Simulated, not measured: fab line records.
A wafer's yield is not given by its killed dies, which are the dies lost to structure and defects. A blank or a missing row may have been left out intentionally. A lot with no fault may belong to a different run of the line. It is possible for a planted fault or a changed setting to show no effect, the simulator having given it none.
Lot-split experiment ; flow sky130 ; 23 wafers read across 5 lots, on a route 708 steps long

## THE SPLIT ITSELF
At SKY_NWELL_COAT_05 (resist thk 3000 nm), the setting resist_thk_nm was moved away from the recipe's 3000 nm on 7 of the 23 wafers read, by -4.3% to +5.5%. The other wafers ran this setting at the recipe's value.

The reading comes from the split's own step.

## THE READING
coat_of_NWELL_COAT_05.thk_nm (the simulator's own value, which no gauge read), in nm, at SKY_NWELL_COAT_05 (resist thk 3000 nm). The file gives no usual value for it. Across the 16 wafers here that went through the recipe, the average is 2997 nm and the standard deviation 6.9 nm.

wafer;tool, chamber at the split;resist_thk_nm as run, nm;against the recipe;coat_of_NWELL_COAT_05.thk_nm, nm;against lot-mates on the recipe
L076.1;litho_track-04, 0;3000;recipe;2998;-
L076.2;litho_track-04, 0;3000;recipe;3005;-
L076.3;litho_track-04, 0;3000;recipe;3000;-
L076.5;litho_track-04, 0;3000;recipe;3009;-
L076.6;litho_track-04, 0;3000;recipe;3004;-
L078.1;litho_track-02, 0;2912;-2.9%;2901;-95
L078.3;litho_track-02, 0;3000;recipe;2999;-
L078.4;litho_track-02, 0;2912;-2.9%;2907;-89
L078.5;litho_track-02, 0;3000;recipe;2993;-
L078.6;litho_track-02, 0;2912;-2.9%;2908;-88
L081.4;litho_track-03, 0;3000;recipe;2984;-
L081.5;litho_track-03, 0;3000;recipe;2997;-
L081.6;litho_track-03, 0;3000;recipe;2990;-
L083.1;litho_track-04, 0;3166;+5.5%;3155;+156
L083.2;litho_track-04, 0;3000;recipe;3005;-
L083.3;litho_track-04, 0;3000;recipe;2993;-
L083.4;litho_track-04, 0;3166;+5.5%;3162;+163
L083.5;litho_track-04, 0;3000;recipe;2999;-
L084.1;litho_track-03, 0;3000;recipe;2999;-
L084.2;litho_track-03, 0;2870;-4.3%;2863;-129
L084.3;litho_track-03, 0;3000;recipe;2990;-
L084.4;litho_track-03, 0;3000;recipe;2986;-
L084.5;litho_track-03, 0;2870;-4.3%;2864;-128

FIT RESULTS
A straight line over all 23 wafers: coat_of_NWELL_COAT_05.thk_nm changes by +30 nm for each +1% of resist_thk_nm; r = +1.00; the points scatter about the line by 6.5 nm.
The same after taking each lot's own level away (the mean of its wafers on the recipe; 23 wafers): +29.4 nm for each +1%; r = +1.00; scatter 4.6 nm.
According to that fit, moving resist_thk_nm by its largest amount changes the reading by 1.6e+02 nm.
The lots' own levels span 2990.3 to 3003.2 nm, that is 1.9 times the standard deviation above.
The two slopes are in agreement: the lot-to-lot level therefore moves the slope only a little.
Check: for one of the wafers moved furthest among these (+5.5%), held out of the fit, the line's prediction against its lot-mates is +165 nm. It came out at +156 nm against them.

## THE WHOLE CHAIN: every reading that the file lists as answering this split, in the file's order
step;what it does;reading;change (the file's fit);r (the file's)
SKY_NWELL_COAT_05;resist thk 3000 nm;coat_of_NWELL_COAT_05.thk_nm (the simulator's own value, which no gauge read);+29.4 nm for each +1% of the setting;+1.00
SKY_NWELL_STRIP_14;strips in O2/N2;strip_time_to_endpoint_s;withheld for each +1% of the setting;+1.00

## FILE'S OWN FIT
coat_of_NWELL_COAT_05.thk_nm changes by +29.4 nm for each +1% of resist_thk_nm, r = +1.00.
